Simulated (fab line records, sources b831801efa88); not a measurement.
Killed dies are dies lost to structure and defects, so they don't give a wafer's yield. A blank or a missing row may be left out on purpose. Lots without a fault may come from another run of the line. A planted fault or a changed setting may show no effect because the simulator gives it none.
Which tool did it? | flow gf180mcu | 13 lots, 39 wafers sampled, at 3 steps of a route of 602

WHAT THE GAUGES READ, wafer by wafer
GF_POLY_GATE_CD_MEAS_18. Usual: cd_nm 279.3 nm, standard deviation 1.7.
lot  | measured     | on        | cd_nm (nm)        | flag
L828 | day 9 06:54  | cd_sem-02 | 278.0 281.1 276.9 |
L829 | day 9 16:10  | cd_sem-02 | 277.9 280.4 281.2 |
L830 | day 10 00:30 | cd_sem-01 | 279.1 278.8 280.0 |
L831 | day 10 07:02 | cd_sem-01 | 278.1 279.3 277.2 |
L832 | day 10 17:20 | cd_sem-01 | 277.6 278.7 277.7 |
L834 | day 11 02:49 | cd_sem-01 | 279.1 280.9 281.5 |
L835 | day 11 07:08 | cd_sem-02 | 277.6 278.0 278.3 |
L836 | day 11 11:21 | cd_sem-02 | 280.3 280.3 282.3 |
L839 | day 12 14:37 | cd_sem-02 | 278.6 280.3 279.6 |
L843 | day 13 16:15 | cd_sem-01 | 279.0 279.2 282.3 |
L845 | day 14 11:22 | cd_sem-02 | 282.0 281.2 279.2 |
L848 | day 15 08:03 | cd_sem-01 | 281.6 280.3 281.1 |
L850 | day 16 03:04 | cd_sem-01 | 279.9 281.6 278.8 |

WHICH TOOL RAN EACH LOT (tool, then ch and the chambers of the sampled wafers, then the start)
lot  | GF_VT_IMPLANT_STRIP_42               | GF_POLY_GATE_ETCH_13
L828 | plasma_asher-04 ch 0,1, day 7 14:54  | rie_si-01 ch 1,2,3, day 9 04:26
L829 | plasma_asher-03 ch 0,1, day 7 19:55  | rie_si-01 ch 0,1,2, day 9 14:38
L830 | plasma_asher-03 ch 0,1, day 8 02:13  | rie_si-01 ch 1,2,3, day 9 22:59
L831 | plasma_asher-04 ch 0,1, day 8 11:41  | rie_si-02 ch 0,3, day 10 05:29
L832 | plasma_asher-04 ch 0,1, day 8 18:29  | rie_si-02 ch 1,3, day 10 15:47
L834 | plasma_asher-04 ch 0,1, day 9 04:43  | rie_si-01 ch 0,3, day 11 00:53
L835 | plasma_asher-03 ch 0,1, day 9 11:55  | rie_si-01 ch 1,2, day 11 05:37
L836 | plasma_asher-03 ch 0,1, day 9 16:28  | rie_si-01 ch 0,1,3, day 11 09:50
L839 | plasma_asher-04 ch 0,1, day 10 17:10 | rie_si-01 ch 2,3, day 12 13:01
L843 | plasma_asher-01 ch 0,1, day 11 17:10 | rie_si-02 ch 0,1,2, day 13 14:44
L845 | plasma_asher-03 ch 0,1, day 12 08:53 | rie_si-02 ch 0,2,3, day 14 08:13
L848 | plasma_asher-03 ch 0,1, day 13 05:37 | rie_si-01 ch 0,1, day 15 04:59
L850 | plasma_asher-03 ch 0,1, day 13 23:40 | rie_si-01 ch 0,1, day 16 01:34
- GF_VT_IMPLANT_STRIP_42: strips in O2/N2.
- GF_POLY_GATE_ETCH_13: etches poly-Si in HBr/Cl2, stops on SiO2, target depth 198.5 nm, time 69.6 s.

WHAT THE TOOLS THEMSELVES READ (means of the sampled wafers that have a number; where no wafer has one, the mark that the record gives instead)
GF_VT_IMPLANT_STRIP_42. Usual: drypump_motor_current_A 5.6 A, standard deviation 0.42; heater_power_w 320 W, standard deviation 20; oes_product_au 0.717 a.u., standard deviation 0.0046; strip_time_to_endpoint_s 12.64 s, standard deviation 0.041.
lot  | tool            | drypump_motor_current_A (A) | heater_power_w (W) | oes_product_au (a.u.) | strip_time_to_endpoint_s (s) | flag
L828 | plasma_asher-04 | 5.6                         | 338                | 0.718                 | 12.70                        |
L829 | plasma_asher-03 | 5.9                         | 315                | 0.718                 | 12.62                        |
L830 | plasma_asher-03 | 5.5                         | 310                | 0.720                 | 12.65                        |
L831 | plasma_asher-04 | 5.6                         | 338                | 0.713                 | 12.62                        |
L832 | plasma_asher-04 | 5.6                         | 334                | 0.717                 | 12.59                        |
L834 | plasma_asher-04 | 5.6                         | 334                | 0.715                 | 12.65                        |
L835 | plasma_asher-03 | 5.5                         | 312                | 0.719                 | 12.68                        |
L836 | plasma_asher-03 | 5.6                         | 310                | 0.714                 | 12.70                        |
L839 | plasma_asher-04 | 5.6                         | 340                | 0.717                 | 12.69                        |
L843 | plasma_asher-01 | 5.3                         | 297                | 0.721                 | 12.63                        |
L845 | plasma_asher-03 | 5.9                         | 318                | 0.717                 | 12.71                        |
L848 | plasma_asher-03 | 5.5                         | 310                | 0.716                 | 12.70                        |
L850 | plasma_asher-03 | 5.5                         | 308                | 0.719                 | 12.59                        |

GF_POLY_GATE_ETCH_13. Usual: drypump_motor_current_A 5.6 A, standard deviation 0.46; oes_product_au 0.994 a.u., standard deviation 0.0084; rf_fwd_power_W 396.6 W, standard deviation 1.4; throttle_valve_pct 33.684 %, standard deviation 0.0097.
lot  | tool      | drypump_motor_current_A (A) | oes_product_au (a.u.) | rf_fwd_power_W (W) | throttle_valve_pct (%) | flag
L828 | rie_si-01 | 5.2                         | 0.999                 | 395.4              | 33.680                 |
L829 | rie_si-01 | 5.4                         | 1.006                 | 397.0              | 33.697                 |
L830 | rie_si-01 | 5.2                         | 0.996                 | 395.6              | 33.680                 |
L831 | rie_si-02 | 6.1                         | 1.002                 | 397.1              | 33.680                 |
L832 | rie_si-02 | 6.2                         | 0.992                 | 397.1              | 33.689                 |
L834 | rie_si-01 | 5.6                         | 0.988                 | 395.3              | 33.690                 |
L835 | rie_si-01 | 5.2                         | 0.992                 | 396.6              | 33.679                 |
L836 | rie_si-01 | 5.4                         | 0.993                 | 396.4              | 33.688                 |
L839 | rie_si-01 | 5.3                         | 0.981                 | 395.8              | 33.685                 |
L843 | rie_si-02 | 5.6                         | 0.826                 | 397.5              | 33.676                 | OFF
L845 | rie_si-02 | 5.9                         | 0.823                 | 396.0              | 33.687                 | OFF
L848 | rie_si-01 | 5.4                         | 0.998                 | 395.5              | 33.691                 |
L850 | rie_si-01 | 5.4                         | 0.996                 | 395.2              | 33.683                 |

THE ANSWER, worked out from the rows above alone
Rule: a lot is off if the mean of its wafers that have a number lies more than 3 standard deviations from the usual mean. A lot without any number at a reading at which 4 lots or more have one is off too. The other lots that the step has rows for count as sound. The gauges are gone through in route order, then the tools' own readings, and for those a lot's mean is taken as printed above. The first step at which some lot is off is used, and at that step the reading that is off furthest; a lot without a number counts as furthest.
Off: L843, L845, at GF_POLY_GATE_ETCH_13 (oes_product_au).
A tool fits if, at that step or a process step before it, it ran every lot that is off, and no sound lot after the first of them. One fits: rie_si-02 at GF_POLY_GATE_ETCH_13. Its last sound lot is L832 (day 10 15:47), its first lot that is off L843 (day 13 14:44): a fault that began between those two fits.
The tool's own readings at GF_POLY_GATE_ETCH_13 bear it out: on the lots that are off they differ by more than 5 times the standard deviation of the sound lots' means. oes_product_au reads 0.825 a.u. there against 0.995 a.u. on the sound lots.

WHAT THE SIMULATOR HAD PUT IN
Process parameter drift: rie_si-02, from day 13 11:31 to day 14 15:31, at GF_POLY_GATE_ETCH_13. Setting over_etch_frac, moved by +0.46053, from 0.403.
Lots struck among those shown: L843, L845. The rule above found the same.
